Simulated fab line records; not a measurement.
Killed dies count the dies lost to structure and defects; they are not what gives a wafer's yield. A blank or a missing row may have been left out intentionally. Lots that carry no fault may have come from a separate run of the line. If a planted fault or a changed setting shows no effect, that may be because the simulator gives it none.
A struck lot beside a sound one + flow sky130 + 45 steps out of a route of 708
Sound: wafers L487.1, L487.3, L487.6. Struck: wafers L495.1, L495.2, L495.4. Last of all comes the cause.
For every step that has rows: the tool of each side, followed by ch and its chambers, followed by its first start. Under that, the readings that differ: sound wafers + struck wafers + difference of the means + sigmas: that difference in standard deviations of wafers without a fault.
alike: words and numbers the same on both sides, and readings whose means are apart by under 2 such deviations; not compared: readings that were withheld, readings missing a value for some wafer, numbers with overlapping values and no deviation given by the record, and bounds like >300 which may hide the same value.
The two part at a step that has a row with sigmas, a row that says differs or no value, or rows on one side only. When numbers do not overlap yet have no deviation, they are printed without sigmas and do not part them. Lack of a reading on every wafer of one side parts them only where that side has two or more wafers.

SKY_POLY_GATE_THK_MEAS_01:
  struck on film metro-03, day 18 01:59; sound on film metro-02, day 16 22:47
  alike: POLY_GATE_CVD_00_THK
then, 8 steps without rows for these wafers: SKY_RES_PROTECT_DEHYDRATE_00 (time 60 s); SKY_RES_PROTECT_HMDS_01 (prime time 60 s); SKY_RES_PROTECT_COAT_02 (resist thk 1140 nm); SKY_RES_PROTECT_SOFTBAKE_03 (time 60 s); SKY_RES_PROTECT_EXPOSE_04 (exposes mask RPM, target cd 1270 nm); SKY_RES_PROTECT_PEB_05; SKY_RES_PROTECT_DEVELOP_06 (develop time 60 s); SKY_POLY_GATE_IMPLANT_02.
SKY_RES_PROTECT_STRIP_07: strips in O2/N2.
  sound on plasma asher-04 ch 0,1, day 18 02:24; struck on plasma asher-04 ch 0,1, day 19 07:31
  alike: drypump motor current A, oes product au, strip time to endpoint s
  not compared: rf hours counter h
SKY_RES_PROTECT_TW_MEAS_08:
  struck on film metro-02, day 19 07:37; sound on film metro-03, day 18 02:30
  alike: POLY_GATE_TW
then, 1 step without rows for these wafers: SKY_RES_PROTECT_CLEAN_09 (cleans in SC1/SC2, time 150 s).
SKY_POLY_GATE_CVD_03: deposits Si3N4 from DCS/NH3, target thk 75 nm, time 1290 s.
  sound on lpcvd-02 ch 1, day 18 07:08; struck on lpcvd-02 ch 0, day 19 08:31
| reading                                     | sound             | struck            | difference | sigmas |
|---------------------------------------------|-------------------|-------------------|------------|--------|
| spike tc centre C (C)                       | 768.5 769.8 769.1 | 771.8 773.9 771.4 | +3.2       | +2     |
| model.Si3N4_of_POLY_GATE_CVD_03.thk nm (nm) | 76.08 76.11 75.78 | 97.87 98.51 98.54 | +22.32     |        |
  alike: zone power lower pct
SKY_POLY_GATE_THK_MEAS_04:
  struck on film metro-03, day 19 09:52; sound on film metro-03, day 18 09:10
| reading                   | sound          | struck         | difference | sigmas |
|---------------------------|----------------|----------------|------------|--------|
| POLY_GATE_CVD_03_THK (nm) | 76.1 76.1 75.8 | 97.8 98.5 98.6 | +22.3      | +36    |
then, 8 steps without rows for these wafers: SKY_POLY_GATE_DEHYDRATE_05 (time 60 s); SKY_POLY_GATE_HMDS_06 (prime time 60 s); SKY_POLY_GATE_COAT_07 (resist thk 110 nm); SKY_POLY_GATE_COAT_08 (resist thk 450 nm); SKY_POLY_GATE_SOFTBAKE_09 (time 90 s); SKY_POLY_GATE_EXPOSE_10 (exposes mask P1M, target cd 150 nm); SKY_POLY_GATE_PEB_11; SKY_POLY_GATE_DEVELOP_12 (develop time 60 s).
SKY_POLY_GATE_CD_MEAS_13 targets a cd of 150 nm.
  struck on cd sem-02, day 20 16:22; sound on cd sem-02, day 19 13:40
  alike: cd nm
SKY_POLY_GATE_OVL_MEAS_14:
  struck on overlay-02, day 20 16:29; sound on overlay-01, day 19 13:47
  alike: POLY_GATE_OVL
SKY_POLY_GATE_ETCH_15: etches BARC in N2/H2, stops on SiO2, time 118.5 s, target depth 110 nm.
  sound on rie diel-01 ch 0,1, day 19 13:50; struck on rie diel-04 ch 0,2,3, day 20 16:31
  alike: drypump motor current A, oes product au, throttle valve pct
  not compared: rf hours counter h
SKY_POLY_GATE_ETCH_16: etches Si3N4 in CH3F/O2, stops on poly-Si, time 147.5 s, target depth 75 nm.
  sound on rie diel-01 ch 0,1, day 19 13:55; struck on rie diel-04 ch 0,2,3, day 20 16:36
| reading                  | sound             | struck            | difference | sigmas |
|--------------------------|-------------------|-------------------|------------|--------|
| oes product au (a.u.)    | 0.643 0.645 0.635 | 0.722 0.721 0.725 | +0.082     | +16    |
| model.etch.depth nm (nm) | 76.08 76.11 75.78 | 97.87 98.51 98.54 | +22.32     |        |
  alike: drypump motor current A, throttle valve pct
  not compared: rf hours counter h
SKY_POLY_GATE_ETCH_17: etches poly-Si in HBr/Cl2, stops on SiO2, target depth 180 nm, time 70.5 s.
  sound on rie si-02 ch 0,1,3, day 19 14:01; struck on rie si-01 ch 0,1, day 20 16:42
  alike: HBr_flow_sccm, drypump motor current A, mfc cl2 sccm, oes product au, throttle valve pct
  not compared: rf hours counter h
SKY_POLY_GATE_STRIP_18: strips in O2/N2.
  sound on plasma asher-03 ch 0,1, day 19 14:04; struck on plasma asher-04 ch 0,1, day 20 16:46
| reading                     | sound          | struck         | difference | sigmas |
|-----------------------------|----------------|----------------|------------|--------|
| drypump motor current A (A) | 5.38 5.66 5.40 | 5.60 6.20 6.19 | +0.52      | +2     |
  alike: oes product au, strip time to endpoint s
  not compared: rf hours counter h
then, 2 steps without rows for these wafers: SKY_POLY_GATE_CLEAN_19 (cleans in SC1/SC2, time 150 s); SKY_POLY_GATE_OXIDATION_20 (stabilise 600 s, purge 300 s, target thk 4 nm).
SKY_POLY_GATE_THK_MEAS_21:
  struck on film metro-04, day 20 18:10; sound on film metro-03, day 19 18:16
  alike: POLY_GATE_OXIDATION_THK
SKY_POLY_GATE_CD_MEAS_22:
  struck on cd sem-02, day 20 18:13; sound on cd sem-01, day 19 18:19
  alike: cd nm
then, 7 steps without rows for these wafers: SKY_LDD_N_DEHYDRATE_00 (time 60 s); SKY_LDD_N_HMDS_01 (prime time 60 s); SKY_LDD_N_COAT_02 (resist thk 300 nm); SKY_LDD_N_SOFTBAKE_03 (time 60 s); SKY_LDD_N_EXPOSE_04 (exposes mask NTM, target cd 840 nm); SKY_LDD_N_PEB_05; SKY_LDD_N_DEVELOP_06 (develop time 60 s).
SKY_LDD_N_OVL_MEAS_07:
  struck on overlay-02, day 22 00:42; sound on overlay-02, day 21 01:13
| reading        | sound        | struck         | difference | sigmas |
|----------------|--------------|----------------|------------|--------|
| LDD_N_OVL (nm) | -0.5 0.8 1.1 | -3.1 -2.3 -1.6 | -2.8       | -2     |
then, 2 steps without rows for these wafers: SKY_LDD_N_IMPLANT_08; SKY_LDD_N_IMPLANT_09.
-- the record jumps here: 5 days lie between the struck wafers' starts before and after (it left off in module LDD_N and takes up again in module LDD_LDN, whose first step shown is number 303 of the route) --
SKY_LDD_LDN_CLEAN_14: cleans in SC1/SC2, time 150 s.
  sound on wet bench-02 ch 2, day 26 05:31; struck on wet bench-04 ch 2, day 26 23:36
| reading                                     | sound             | struck           | difference | sigmas |
|---------------------------------------------|-------------------|------------------|------------|--------|
| model.Si3N4_of_POLY_GATE_CVD_03.thk nm (nm) | 75.95 75.98 75.65 | 97.73 98.37 98.4 | +22.31     |        |
SKY_POLY_CUT_ETCH_11: etches Si3N4 in CF4/CH2F2/Ar, stops on poly-Si, time 42.5 s, target depth 60 nm.
  sound on rie diel-03 ch 0,1,3, day 27 13:49; struck on rie diel-04 ch 0,1,3, day 28 05:37
| reading                              | sound             | struck            | difference | sigmas |
|--------------------------------------|-------------------|-------------------|------------|--------|
| oes product au (a.u.)                | 0.839 0.836 0.832 | 0.962 0.970 0.970 | +0.132     | +20    |
| model.POLY_CUT.feature depth nm (nm) | 62.55 62.48 62.26 | 80.74 81.32 81.33 | +18.70     |        |
| model.etch.depth nm (nm)             | 62.55 62.48 62.26 | 80.74 81.32 81.33 | +18.70     |        |
  alike: cf4 flow sccm, drypump motor current A, throttle valve pct
  not compared: rf hours counter h
-- the record jumps here: 20 days lie between the struck wafers' starts before and after (it left off in module POLY_CUT and takes up again in module PAD_OPEN, whose first step shown is number 708 of the route) --
SKY_PAD_OPEN_PROBE_99:
  struck on prober-02, day 48 17:08; sound on prober-02, day 48 06:28
| reading                             | sound            | struck            | difference | sigmas |
|-------------------------------------|------------------|-------------------|------------|--------|
| model.etest.cap li to poly.c af um2 | 94.74 95.56 98.5 | 99.05 103.4 100.4 | +4.68      |        |
  not compared: model.etest.licon poly.rc ohm

WHERE THEY PART
At SKY_POLY_GATE_CVD_03 first; at SKY_POLY_CUT_ETCH_11 last (within this record only).

WHY: what the simulator had put in
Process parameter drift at SKY_POLY_GATE_CVD_03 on lpcvd-02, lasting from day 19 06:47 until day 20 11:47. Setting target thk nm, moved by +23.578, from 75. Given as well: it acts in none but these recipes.
